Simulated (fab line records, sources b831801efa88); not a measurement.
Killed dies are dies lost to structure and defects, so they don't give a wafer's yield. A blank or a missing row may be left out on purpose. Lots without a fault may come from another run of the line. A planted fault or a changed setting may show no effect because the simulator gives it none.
Chamber matching | flow gf180mcu | GF_SAB_CVD_00 on pecvd-01: 3 sister chambers
The step deposits SiO2 from TEOS, target thk 50 nm, time 4.9302 s. 3 wafers are shown with their chamber, then 8 later ones without.

WAFERS WITH THEIR CHAMBER
wafer  | chamber | heater_power_w (W)
L358.5 | 0       | 628
L360.1 | 2       | 687
L363.1 | 1       | 548

WAFERS WITHOUT THEIR CHAMBER
wafer  | heater_power_w (W)
L363.2 | 599
L363.6 | 620
L369.1 | 591
L369.2 | 546
L369.3 | 606
L372.3 | 473
L372.5 | 486
L372.6 | 576

WHICH CHAMBER EACH WENT THROUGH
wafer  | from the rows above          | in truth
L363.2 | can't be placed: 0 or 1 or 2 | 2
L363.6 | can't be placed: 0 or 2 or 1 | 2
L369.1 | can't be placed: 0 or 1 or 2 | 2
L369.2 | can't be placed: 1 or 0      | 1
L369.3 | can't be placed: 0 or 1 or 2 | 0
L372.3 | can't be placed: 1 or 0      | 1
L372.5 | can't be placed: 1 or 0      | 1
L372.6 | can't be placed: 1 or 0      | 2
Placed correctly: 0 of 8. Can't be placed from these rows: 8 (the true chamber is among the candidates in 7). Placed wrongly: 0.
How it was worked out, from the rows above alone: a wafer's distance from a chamber is the root of the sum, over the readings, of the square of ((its reading less the chamber's mean) divided by the reading's scatter). The wafer belongs to the nearest chamber; if the next one is less than 2 further off, it can't be placed. A chamber's mean is the mean of its shown wafers. The scatter: with one shown wafer a chamber, the root of the mean of the squares of how far each hidden wafer lies from its nearest shown one.
